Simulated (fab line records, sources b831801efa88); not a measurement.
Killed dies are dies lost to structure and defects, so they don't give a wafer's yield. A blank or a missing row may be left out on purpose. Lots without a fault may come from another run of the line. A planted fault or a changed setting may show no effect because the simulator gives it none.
Problem report in the 8D (eight disciplines) form, filled by code | flow gf180mcu | the parts of the form that need people (team, actions taken, sign-off) are left out

1. THE PROBLEM
CONTACT_W_RS at GF_CONTACT_RS_MEAS_25 reads a mean of 0.464 ohm/sq on 6 wafers of 2 lots; wafers without a fault read 0.383 ohm/sq with a standard deviation of 0.0039. That is +21 standard deviations from the usual mean.
The step: measures by four-point-probe.
First seen on wafer L410.3, day 18 17:36, on film_metro-01. The record holds 33 wafers of 11 lots with a number at this step. Rule for "out", or "out of limits": more than 4 standard deviations from the usual mean. The other wafers with a number count as sound.

2. WHAT IT IS AND WHAT IT IS NOT
question                    | is                           | is not
which readings at this step | CONTACT_W_RS                 | -
which lots                  | L410, L411                   | L405, L418, L419, L420, L422, L423, L424, L426, L427
which wafers of those lots  | all that have a number       | -
read on which gauges        | film_metro-01, film_metro-03 | film_metro-04
when                        | from day 18 17:36            | up to then (3 sound wafers); but 24 sound wafers of L418, L419, L420, L422, L423, L424, L426, L427 came after

3. SUSPECTS, AND WHAT RULES EACH OUT
Counting: a tool at a process step up to the reading stays a suspect if it ran every lot that is out and no sound lot after the first of them.
- the gauge at GF_CONTACT_RS_MEAS_25: ruled out. The wafers that are out were read on 2 gauges (film_metro-01, film_metro-03).
- cvd_w-02 at GF_CONTACT_CVD_24 (deposits W, target thk 300 nm, time 90.339 s): ruled out as a lasting fault. Sound lots L426, L427 ran on it after its first lot that is out, L410 (day 18 17:29).
Left after counting: nothing in the record.

4. THE CAUSE (what the simulator had put in)
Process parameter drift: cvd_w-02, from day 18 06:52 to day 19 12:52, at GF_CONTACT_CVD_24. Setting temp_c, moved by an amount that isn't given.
Counting ruled it out, wrongly: the rule takes a fault to strike every lot that its tool runs from its start on, and this one did not.

5. THE CHAIN OF EFFECTS, in route order
Each row: a reading whose mean over the struck wafers that have a number lies more than 3 standard deviations from the usual. Only readings for which the record gives a usual standard deviation are gone through. hours: the time from each lot's start at the first step in this table that gives one to its start at this step, as a median over the lots. sigmas: the change in usual standard deviations.
hours | step                   | reading          | usual        | on struck wafers | change | sigmas
0     | GF_CONTACT_CVD_24      | susceptor_temp_C | 399.99 C     | 390.56           | -9.43  | -34
0     | GF_CONTACT_RS_MEAS_25  | CONTACT_W_RS     | 0.383 ohm/sq | 0.464            | +0.081 | +21
0     | GF_CONTACT_THK_MEAS_26 | CONTACT_W_THK    | 303 nm       | 250              | -53    | -15
The process steps in it:
- GF_CONTACT_CVD_24: deposits W, target thk 300 nm, time 90.339 s.

6. WHAT WOULD HAVE CAUGHT IT SOONER
In this record the first reading out of limits at a measuring or inspecting step was taken at day 18 17:36, 11 hours after the fault began at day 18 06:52.
The tool's own readings at GF_CONTACT_CVD_24 were out on every struck wafer that the step has a row for (susceptor_temp_C): an alarm limit on them would have fired on the first of those.
